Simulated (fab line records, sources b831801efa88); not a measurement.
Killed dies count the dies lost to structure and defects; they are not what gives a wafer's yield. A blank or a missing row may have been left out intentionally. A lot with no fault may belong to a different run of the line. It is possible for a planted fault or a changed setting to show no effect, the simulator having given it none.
Comparing a struck lot with a sound one ; flow gf180mcu ; 14 out of 602 route steps
Sound: the wafers L727.1, L727.3, L727.6. Wafers struck: L726.4, L726.5, L726.6. The cause is given at the end.
Each step with rows lists, per side, the tool, then ch with its chambers, then its first start. Under that, the readings that differ: sound wafers ; struck wafers ; difference of the means ; sigmas: that difference in standard deviations of wafers without a fault.
alike: words and numbers the same on both sides, and readings whose means are apart by under 2 such deviations; not compared: readings that were withheld, readings missing a value for some wafer, numbers with overlapping values and no deviation given by the record, and bounds like >300 which may hide the same value.
Wherever a step has rows on one side only, a row that says differs or no value, or a row with sigmas, the two part there. Non-overlapping numbers with no deviation appear without sigmas and do not part them. A reading missing from all wafers of one side parts the sides only when that side holds two or more wafers.

GF_V3_THK_MEAS_01:
  struck on film_metro-03, day 27 13:32; sound on film_metro-04, day 27 19:53
  alike: V3_CVD_00_THK
GF_V3_CVD_02: deposits SiO2 from TEOS, target thk 850 nm, time 94.851 s.
  sound on pecvd-04 ch 1,2, day 27 19:57; struck on pecvd-02 ch 0,1,2, day 27 13:37
reading;sound;struck;difference;sigmas
heater_power_outer_w (W);435 481 457;267 319 301;-162;-2
heater_power_w (W);799 833 851;488 568 549;-293;-3
GF_V3_THK_MEAS_03:
  struck on film_metro-03, day 27 13:40; sound on film_metro-01, day 27 20:01
  alike: V3_CVD_02_THK
GF_V3_CMP_04: polishes SiO2.
  sound on cmp-01 ch 1,2, day 27 20:08; struck on cmp-01 ch 0,2,3, day 27 13:51
reading;sound;struck;difference;sigmas
time_to_endpoint_s (s);81 73 81;89 89 88;+10;+2
  alike: motor_current_A
GF_V3_BOW_MEAS_05:
  struck on film_metro-01, day 27 14:04; sound on film_metro-03, day 27 20:23
  alike: V3_BOW
then, 7 steps without rows for these wafers: GF_V3_DEHYDRATE_06 (time 60 s); GF_V3_HMDS_07 (prime time 60 s); GF_V3_COAT_08; GF_V3_COAT_09 (resist thk 1000 nm); GF_V3_SOFTBAKE_10 (time 60 s); GF_V3_EXPOSE_11 (exposes mask Via3, target cd 260 nm); GF_V3_PEB_12 (peb time 90 s).
GF_V3_DEVELOP_13: develop time 60 s.
  struck on litho_track-03, day 28 09:34; sound on litho_track-03 ch 0, day 28 15:30
  no value came back on the struck wafers for chill_plate_temp_C (C), develop_time_s (s); on the sound wafers chill_plate_temp_C (C) reads 23.00 23.20 23.01
reading;sound;struck;difference;sigmas
model.KrF_of_V3_COAT_09.thk_nm (nm);986.6 987.1 986.7;1004 1006 1005;+18;
GF_V3_CD_MEAS_14: the cd target is 260 nm.
  struck on cd_sem-01, day 28 09:43; sound on cd_sem-02, day 28 15:39
reading;sound;struck;difference;sigmas
cd_nm (nm);261.6 260.3 260.3;- - -;no value on the struck wafers;

== WHERE THEY PART ==
Earliest at GF_V3_CVD_02; latest, in this record, at GF_V3_CD_MEAS_14.

WHY: the cause the simulator had injected
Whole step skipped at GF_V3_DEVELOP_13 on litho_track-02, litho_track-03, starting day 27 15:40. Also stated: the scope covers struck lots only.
